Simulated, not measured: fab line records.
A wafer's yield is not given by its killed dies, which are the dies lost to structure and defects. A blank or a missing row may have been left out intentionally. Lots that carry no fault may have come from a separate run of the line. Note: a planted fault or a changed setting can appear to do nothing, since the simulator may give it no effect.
Comparing a struck lot with a sound one || flow gf180mcu || 16 out of 602 route steps
Sound: the wafers L575.1, L575.3, L575.5. Wafers L590.1, L590.2, L590.3 were the ones struck. At the end, the cause is stated.
For every step that has rows: the tool of each side, followed by ch and its chambers, followed by its first start. Under that, the readings that differ: sound wafers || struck wafers || difference of the means || sigmas: that difference in standard deviations of wafers without a fault.
alike: same words and numbers on both sides, and readings whose means sit less than 2 such deviations apart. not compared: any withheld reading, any reading some wafer has no value for, any bound like >300 that may hide the same value, and any number with overlapping values for which the record gives no deviation.
Wherever a step has rows on one side only, a row that says differs or no value, or a row with sigmas, the two part there. Numbers that don't overlap but have no deviation are shown without sigmas and don't part them. A reading that every wafer of one side lacks parts them only if that side has two wafers or more.

first, 4 steps without rows for these wafers: GF_M3_SOFTBAKE_10 (time 60 s); GF_M3_EXPOSE_11 (exposes mask Metal3, target cd 280 nm); GF_M3_PEB_12 (peb time 90 s); GF_M3_DEVELOP_13 (develop time 60 s).
GF_M3_CD_MEAS_14 targets a cd of 280 nm.
  sound on cdSem-02 at day 21 22:55; struck on cdSem-02 at day 26 20:26
  alike: cdNm
GF_M3_OVL_MEAS_15:
  sound on overlay-02 at day 21 23:02; struck on overlay-01 at day 26 20:33
  alike: M3_OVL
GF_M3_METAL_ETCH_16: etches the open film in Cl2/BCl3, stops on SiO2, target depth 750.8 nm, time 125.1 s.
  sound on rieMetal-03 ch 0,1, day 21 23:04; struck on rieMetal-03 ch 0,1, day 26 20:35
  alike: bcl3FlowSccm, drypumpMotorCurrentA, oesProductAu, throttleValvePct
  not compared: rfHoursCounterH
GF_M3_STRIP_17: strips in O2/N2.
  sound on plasmaAsher-03 ch 0,1, day 21 23:12; struck on plasmaAsher-03 ch 0,1, day 26 20:46
{"reading": "n2FlowSccm (sccm)", "sound": "298.6 299.6 300.3", "struck": "301.4 300.9 301.3", "difference": "+1.7", "sigmas": "+2"}
  alike: drypumpMotorCurrentA, heaterPowerW, oesProductAu, stripTimeToEndpointS
  not compared: rfHoursCounterH
then, 3 steps without rows for these wafers: GF_M3_STRIP_18 (strips in post etch residue remover, time 1200 s); GF_M3_CLEAN_19 (cleans in DIW); GF_V3_CVD_00 (deposits SiO2, target thk 600 nm, time 100 s).
GF_V3_THK_MEAS_01:
  sound on filmMetro-04 at day 21 23:48; struck on filmMetro-03 at day 26 21:22
  alike: V3_CVD_00_THK
GF_V3_CVD_02: deposits SiO2 from TEOS, target thk 850 nm, time 94.851 s.
  sound on pecvd-02 ch 0,1,2, day 21 23:52; struck on pecvd-02 ch 0,1,2, day 26 21:25
{"reading": "rfFwdPowerW (W)", "sound": "597.0 598.4 593.2", "struck": "691.6 693.7 693.5", "difference": "+96.7", "sigmas": "+46"}
{"reading": "model.SiO2_of_V3_CVD_02.thkNm (nm)", "sound": "836.3 836.8 857.2", "struck": "871.2 877.7 888.6", "difference": "+35.7", "sigmas": ""}
  alike: heaterPowerW
  not compared: sinceWetCleanH
GF_V3_THK_MEAS_03:
  sound on filmMetro-03 at day 21 23:56; struck on filmMetro-02 at day 26 21:43
{"reading": "V3_CVD_02_THK (nm)", "sound": "836 836 857", "struck": "871 878 889", "difference": "+36", "sigmas": "+3"}
  not compared: hold
GF_V3_CMP_04: polishes SiO2.
  sound on cmp-02 ch 1,2, day 21 23:59; struck on cmp-01 ch 0,1,3, day 27 04:44
{"reading": "hold", "sound": "- - -", "struck": "awaitDispo/7.0h/release awaitDispo/7.0h/release awaitDispo/7.0h/release", "difference": "no value on the sound wafers", "sigmas": ""}
{"reading": "timeToEndpointS (s)", "sound": "73 77 82", "struck": "87 96 91", "difference": "+14", "sigmas": "+3"}
  alike: headPressurePsi, motorCurrentA
-- the record jumps here: 6 days lie between the struck wafers' starts before and after (it left off in module V3 and takes up again in module PASSIVATION, whose first step shown is number 602 of the route) --
GF_PASSIVATION_PROBE_99:
  record: rows for the struck wafers here (prober-02, day 33 10:55), none for the sound ones

== WHERE THEY PART ==
First at GF_M3_STRIP_17; last, within this record, at GF_PASSIVATION_PROBE_99.

WHY: whatever the simulator had introduced
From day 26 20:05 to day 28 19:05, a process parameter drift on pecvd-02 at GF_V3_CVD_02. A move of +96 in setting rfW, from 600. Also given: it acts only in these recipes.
